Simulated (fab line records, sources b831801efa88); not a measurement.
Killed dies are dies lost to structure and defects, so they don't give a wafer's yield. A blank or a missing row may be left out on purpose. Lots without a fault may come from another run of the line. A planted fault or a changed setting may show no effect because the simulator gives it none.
A struck lot beside a sound one | flow sky130 | 16 steps out of a route of 708
Sound: wafers L895.1, L895.4, L895.5. Struck: wafers L886.1, L886.2, L886.3. The cause comes at the end.
At each step with rows: each side's tool, then ch and its chambers, then its first start. Under that, the readings that differ: sound wafers | struck wafers | difference of the means | sigmas: that difference in standard deviations of wafers without a fault.
alike: readings whose means differ by less than 2 such deviations, and words and numbers that are the same on both sides. not compared: withheld readings, readings that some wafer has no value for, bounds like >300 that may hide the same value, and numbers for which the record gives no deviation and whose values overlap.
The two part at a step that has a row with sigmas, a row that says differs or no value, or rows on one side only. Numbers that don't overlap but have no deviation are shown without sigmas and don't part them. A reading that every wafer of one side lacks parts them only if that side has two wafers or more.

SKY_NWELL_RS_MEAS_29: measures by four-point-probe.
  sound on film_metro-01, day 10 08:06; struck on film_metro-03, day 8 01:22
  alike: NWELL_RS
SKY_NWELL_RS_MEAS_31: measures by four-point-probe.
  sound on film_metro-01, day 10 08:20; struck on film_metro-03, day 8 01:36
  alike: PWDE_RS
then, 7 steps without rows for these wafers: SKY_VT_ADJUST_HVTP_DEHYDRATE_00 (time 60 s); SKY_VT_ADJUST_HVTP_HMDS_01 (prime time 60 s); SKY_VT_ADJUST_HVTP_COAT_02 (resist thk 1140 nm); SKY_VT_ADJUST_HVTP_SOFTBAKE_03 (time 60 s); SKY_VT_ADJUST_HVTP_EXPOSE_04 (exposes mask HVTPM, target cd 380 nm); SKY_VT_ADJUST_HVTP_PEB_05; SKY_VT_ADJUST_HVTP_DEVELOP_06 (develop time 60 s).
SKY_VT_ADJUST_HVTP_CD_MEAS_07: target cd 380 nm.
  sound on cd_sem-01, day 11 07:55; struck on cd_sem-02, day 8 22:25
  alike: cd_nm
SKY_VT_ADJUST_HVTP_OVL_MEAS_08:
  sound on overlay-01, day 11 08:02; struck on overlay-02, day 8 22:32
  alike: VT_ADJUST_HVTP_OVL
SKY_VT_ADJUST_HVTP_IMPLANT_09:
  sound on implanter-01 ch 0, day 11 08:04; struck on implanter-04 ch 0, day 8 22:34
  reading            | sound            | struck            | difference | sigmas
  beam_on_s (s)      | 10.08 9.94 10.02 | 11.08 11.48 11.05 | +1.19      | +6
  faraday_current_uA | 24.0 24.3 24.2   | 21.8 21.1 22.0    | -2.5       | -6
SKY_VT_ADJUST_HVTP_STRIP_10: strips in O2/N2.
  sound on plasma_asher-02 ch 1, day 11 08:13; struck on plasma_asher-04 ch 0,1, day 8 22:43
  reading                      | sound             | struck            | difference | sigmas
  strip_time_to_endpoint_s (s) | 14.15 14.15 14.19 | 14.27 14.24 14.24 | +0.09      | +2
  alike: chamber_pressure_mTorr, drypump_motor_current_A, oes_product_au
  not compared: rf_hours_counter_h
SKY_VT_ADJUST_HVTP_TW_MEAS_11:
  sound on film_metro-03, day 11 08:19; struck on film_metro-02, day 8 22:49
  reading           | sound          | struck         | difference | sigmas
  VT_ADJUST_HVTP_TW | 1341 1341 1347 | 1421 1416 1425 | +78        | +6
then, 1 step without rows for these wafers: SKY_VT_ADJUST_LVTN_DEHYDRATE_00 (time 60 s).
-- the record jumps here: 39 days lie between the struck wafers' starts before and after (it left off in module VT_ADJUST_LVTN and takes up again in module PAD_OPEN, whose first step shown is number 708 of the route) --
SKY_PAD_OPEN_PROBE_99:
  sound on prober-01, day 50 06:56; struck on prober-01, day 48 06:50
  reading                               | sound                | struck               | difference | sigmas
  model.etest.tip_p.rs_ohm_sq           | 7056 7050 7001       | 7209 7148 7220       | +157       |
  model.etest.pfet_01v8_mvt.drive_ua_um | 146.2 145.4 142.4    | 141.9 141.1 142.1    | -3.0       |
  model.etest.pfet_01v8.off_log10_a_um  | -10.65 -10.33 -10.55 | -10.66 -10.93 -10.75 | -0.27      |
  alike: killed_at_M0_to_M3, killed_at_M4_up, killed_at_contacts, killed_at_front_end, killed_at_other, killed_dies, killed_open, killed_short
  not compared: model.etest.pfet_01v8.r_on_ohm_um, model.etest.pfet_01v8.drive_ua_um, model.etest.pfet_01v8_hvt.drive_ua_um, model.etest.sram_pfet_latch.drive_ua_um, model.etest.pfet_01v8_mvt.off_log10_a_um

WHERE THEY PART
First at SKY_VT_ADJUST_HVTP_IMPLANT_09; last, within this record, at SKY_VT_ADJUST_HVTP_TW_MEAS_11. Later steps at which nothing parts them and some readings are alike: SKY_PAD_OPEN_PROBE_99.

WHY: what the simulator had put in
Process parameter drift: implanter-04, from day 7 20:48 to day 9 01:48, at SKY_VT_ADJUST_HVTP_IMPLANT_09. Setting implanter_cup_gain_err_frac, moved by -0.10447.
